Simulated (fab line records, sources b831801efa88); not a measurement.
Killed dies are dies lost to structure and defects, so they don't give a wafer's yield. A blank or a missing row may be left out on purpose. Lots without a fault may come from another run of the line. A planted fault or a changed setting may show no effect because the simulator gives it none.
Tool commonality check | flow gf180mcu | 12 lots, 36 wafers sampled

WHY IT WAS OPENED
At GF_VT_IMPLANT_TW_MEAS_10 the reading VT_IMPLANT_TW is flagged on 1 of 12 lots. Wafers without a fault read 569, standard deviation 7.9.
Rule: a lot is flagged when every wafer of it that has a number lies more than 4 standard deviations from that mean, or none has a number. The other lots count as sound.

lot  | measured     | on            | VT_IMPLANT_TW, wafer by wafer | flag
L624 | day 5 22:22  | film_metro-04 | 559 558 561                   |
L626 | day 6 07:10  | film_metro-04 | 565 564 564                   |
L627 | day 6 17:38  | film_metro-04 | 563 567 565                   |
L629 | day 7 02:55  | film_metro-04 | 30 30 30                      | FLAGGED
L633 | day 8 05:26  | film_metro-03 | 575 574 573                   |
L637 | day 9 09:01  | film_metro-01 | 568 568 564                   |
L640 | day 10 04:22 | film_metro-03 | 579 580 577                   |
L641 | day 10 04:40 | film_metro-04 | 564 561 560                   |
L642 | day 10 10:22 | film_metro-03 | 576 578 578                   |
L644 | day 11 01:25 | film_metro-01 | 571 565 567                   |
L646 | day 11 11:49 | film_metro-04 | 560 558 556                   |
L645 | day 11 12:07 | film_metro-03 | 575 576 575                   |
The numbers of the flagged lots are 30 on average: -539 against the usual, or -68 standard deviations.

WHICH TOOL RAN EACH LOT
The record holds 1 process step before the reading, out of a route of 602 steps. In each cell: the tool, then ch and the chambers that the sampled wafers went through, then the start.
lot  | flag    | GF_VT_IMPLANT_EXPOSE_04
L624 |         | iline_stepper-02 ch 0, day 5 15:20
L626 |         | iline_stepper-02 ch 0, day 5 23:59
L627 |         | iline_stepper-01 ch 0, day 6 09:59
L629 | FLAGGED | iline_stepper-01 ch 0, day 6 18:58
L633 |         | iline_stepper-01 ch 0, day 7 21:50
L637 |         | iline_stepper-02 ch 0, day 9 00:38
L640 |         | iline_stepper-02 ch 0, day 9 19:53
L641 |         | iline_stepper-01 ch 0, day 9 20:10
L642 |         | iline_stepper-02 ch 0, day 10 01:22
L644 |         | iline_stepper-01 ch 0, day 10 16:19
L646 |         | iline_stepper-01 ch 0, day 11 02:13
L645 |         | iline_stepper-01 ch 0, day 11 02:41
What these steps do:
- GF_VT_IMPLANT_EXPOSE_04: exposes mask LVPWELL LV AREA, target cd 600 nm.
- GF_VT_IMPLANT_TW_MEAS_10

FLAGGED OVER TOTAL, TOOL BY TOOL (the gauges that took the reading come last)
step                     | tool             | lots run | flagged | share of the flagged lots | sound lots run after its first flagged lot
GF_VT_IMPLANT_EXPOSE_04  | iline_stepper-01 | 7        | 1       | all                       | 5 (L633,L641,L644,L646,L645)
GF_VT_IMPLANT_EXPOSE_04  | iline_stepper-02 | 5        | 0       | none                      | -
GF_VT_IMPLANT_TW_MEAS_10 | film_metro-01    | 2        | 0       | none                      | -
GF_VT_IMPLANT_TW_MEAS_10 | film_metro-03    | 4        | 0       | none                      | -
GF_VT_IMPLANT_TW_MEAS_10 | film_metro-04    | 6        | 1       | all                       | 2 (L641,L646)

WHAT THE TABLE ALLOWS
2 rows of the table ran every flagged lot: iline_stepper-01 at GF_VT_IMPLANT_EXPOSE_04, film_metro-04 at GF_VT_IMPLANT_TW_MEAS_10.
- iline_stepper-01 at GF_VT_IMPLANT_EXPOSE_04: 1 of its 7 lots flagged. Sound lots ran on it after the first flagged one (L633, L641, L644, L646, L645), which a lasting fault on the whole tool wouldn't allow.
- film_metro-04 at GF_VT_IMPLANT_TW_MEAS_10: 1 of its 6 lots flagged. Sound lots ran on it after the first flagged one (L641, L646), which a lasting fault on the whole tool wouldn't allow.
No row of the table ran every flagged lot and no sound lot after the first.

WHAT THE SIMULATOR HAD PUT IN
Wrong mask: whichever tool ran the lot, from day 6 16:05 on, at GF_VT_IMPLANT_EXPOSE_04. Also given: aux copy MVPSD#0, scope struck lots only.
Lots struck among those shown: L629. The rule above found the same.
